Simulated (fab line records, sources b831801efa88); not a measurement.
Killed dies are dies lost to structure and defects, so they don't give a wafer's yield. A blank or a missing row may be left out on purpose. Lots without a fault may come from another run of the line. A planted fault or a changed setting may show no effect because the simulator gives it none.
Which tool did it? | flow gf180mcu | 7 lots, 21 wafers sampled, at 2 steps of a route of 602

WHAT THE GAUGES READ, wafer by wafer
GF_PSD_RS_MEAS_14: measures by four-point-probe.
lot  | measured     | on            | NSD_RS (ohm/sq)
L176 | day 14 10:15 | film_metro-04 | 46.34 46.34 46.33
L179 | day 15 20:46 | film_metro-03 | 45.98 46.10 46.07
L181 | day 16 11:32 | film_metro-03 | 46.11 46.02 46.02
L183 | day 17 01:50 | film_metro-02 | 46.04 46.08 46.11
L186 | day 18 09:22 | film_metro-03 | 45.93 46.06 46.04
L191 | day 19 19:58 | film_metro-03 | 48.98 49.08 49.06 49.11 49.09 49.00
L194 | day 20 20:03 | film_metro-02 | 46.21 46.14 46.08

WHICH TOOL RAN EACH LOT (tool, then ch and the chambers of the sampled wafers, then the start)
lot  | GF_PSD_RTA_13
L176 | rtp_anneal-01 ch 0, day 14 10:07
L179 | rtp_anneal-02 ch 0, day 15 20:40
L181 | rtp_anneal-02 ch 0, day 16 11:26
L183 | rtp_anneal-01 ch 0, day 17 01:45
L186 | rtp_anneal-01 ch 0, day 18 09:16
L191 | rtp_anneal-02 ch 0, day 19 19:53
L194 | rtp_anneal-01 ch 0, day 20 19:58
- GF_PSD_RTA_13: time 20 s.

THE ANSWER, worked out from the rows above alone
Rule: what is usual is taken from the lots themselves. Put in order of their means at a reading, lots are off if they are a third of the lots or fewer, leave a main group of 4 or more, and stand apart from it by a gap of 3 or more times the standard deviation of the main group's means; of several such gaps the widest counts. A main group whose means are all the same, to the digits that the tables above print for the reading, isn't used. A lot without any number at a reading at which 4 lots or more have one is off too. The other lots that the step has rows for count as sound.
Off: L191, at GF_PSD_RS_MEAS_14 (NSD_RS). The main group: mean 46.11 ohm/sq, standard deviation 0.11.
A tool fits if, at a process step before that reading, it ran every lot that is off, and no sound lot after the first of them. The gauges at GF_PSD_RS_MEAS_14 are tried like those tools. Can't be told from this: 2 tools fit, rtp_anneal-02 at GF_PSD_RTA_13, film_metro-03 at GF_PSD_RS_MEAS_14.

WHAT THE SIMULATOR HAD PUT IN
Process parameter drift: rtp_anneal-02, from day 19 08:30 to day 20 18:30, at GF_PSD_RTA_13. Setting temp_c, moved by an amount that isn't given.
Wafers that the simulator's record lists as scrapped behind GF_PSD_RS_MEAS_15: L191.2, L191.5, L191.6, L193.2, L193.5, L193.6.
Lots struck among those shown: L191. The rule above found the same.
